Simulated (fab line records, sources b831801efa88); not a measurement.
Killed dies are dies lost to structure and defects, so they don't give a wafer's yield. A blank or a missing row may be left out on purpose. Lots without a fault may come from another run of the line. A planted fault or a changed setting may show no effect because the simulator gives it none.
Which tool did it? | flow sky130 | 6 lots, 18 wafers sampled, at 4 steps of a route of 708

WHAT THE GAUGES READ, wafer by wafer
SKY_CONTACT_THK_MEAS_03.
lot  | measured     | on            | CONTACT_HDPCVD_THK (nm)
L349 | day 30 18:27 | film_metro-01 | 563 564 560
L353 | day 32 11:49 | film_metro-01 | 564 572 563
L356 | day 33 09:51 | film_metro-03 | 564 565 568
L365 | day 36 02:54 | film_metro-01 | 677 686 676
L367 | day 36 16:49 | film_metro-01 | 578 570 568
L369 | day 37 06:11 | film_metro-01 | 568 566 563

WHICH TOOL RAN EACH LOT (tool, then ch and the chambers of the sampled wafers, then the start)
lot  | SKY_LI_CONTACT_SPUTTER_20    | SKY_LI_CONTACT_CVD_21         | SKY_CONTACT_HDPCVD_02
L349 | pvd_sputter-03, day 29 12:50 | cvd_w-01 ch 0,1, day 29 12:53 | hdpcvd-01 ch 0,1,2, day 30 18:23
L353 | pvd_sputter-01, day 31 07:02 | cvd_w-01 ch 0,1, day 31 07:05 | hdpcvd-02 ch 0,1, day 32 11:45
L356 | pvd_sputter-01, day 32 04:41 | cvd_w-02 ch 0,1, day 32 04:44 | hdpcvd-02 ch 0,2, day 33 09:47
L365 | pvd_sputter-04, day 34 22:41 | cvd_w-01 ch 1, day 34 22:44   | hdpcvd-01 ch 0,1,2, day 36 02:50
L367 | pvd_sputter-04, day 35 12:38 | cvd_w-02 ch 0,1, day 35 12:43 | hdpcvd-02 ch 0,1,2, day 36 16:44
L369 | pvd_sputter-04, day 36 01:47 | cvd_w-02 ch 0, day 36 01:50   | hdpcvd-02 ch 1,2, day 37 06:07
- SKY_LI_CONTACT_SPUTTER_20: material TiN, target thk 20 nm, time 80 s.
- SKY_LI_CONTACT_CVD_21: deposits W, target thk 400 nm, time 120.56 s.
- SKY_CONTACT_HDPCVD_02: deposits SiO2, target thk 565 nm, time 94.2 s.

THE ANSWER, worked out from the rows above alone
Rule: what is usual is taken from the lots themselves. Put in order of their means at a reading, lots are off if they are a third of the lots or fewer, leave a main group of 4 or more, and stand apart from it by a gap of 3 or more times the standard deviation of the main group's means; of several such gaps the widest counts. A main group whose means are all the same, to the digits that the tables above print for the reading, isn't used. A lot without any number at a reading at which 4 lots or more have one is off too. The other lots that the step has rows for count as sound.
Off: L365, at SKY_CONTACT_THK_MEAS_03 (CONTACT_HDPCVD_THK). The main group: mean 566 nm, standard deviation 3.1.
A tool fits if, at a process step before that reading, it ran every lot that is off, and no sound lot after the first of them. The gauges at SKY_CONTACT_THK_MEAS_03 are tried like those tools. Can't be told from this: 2 tools fit, cvd_w-01 at SKY_LI_CONTACT_CVD_21, hdpcvd-01 at SKY_CONTACT_HDPCVD_02.

WHAT THE SIMULATOR HAD PUT IN
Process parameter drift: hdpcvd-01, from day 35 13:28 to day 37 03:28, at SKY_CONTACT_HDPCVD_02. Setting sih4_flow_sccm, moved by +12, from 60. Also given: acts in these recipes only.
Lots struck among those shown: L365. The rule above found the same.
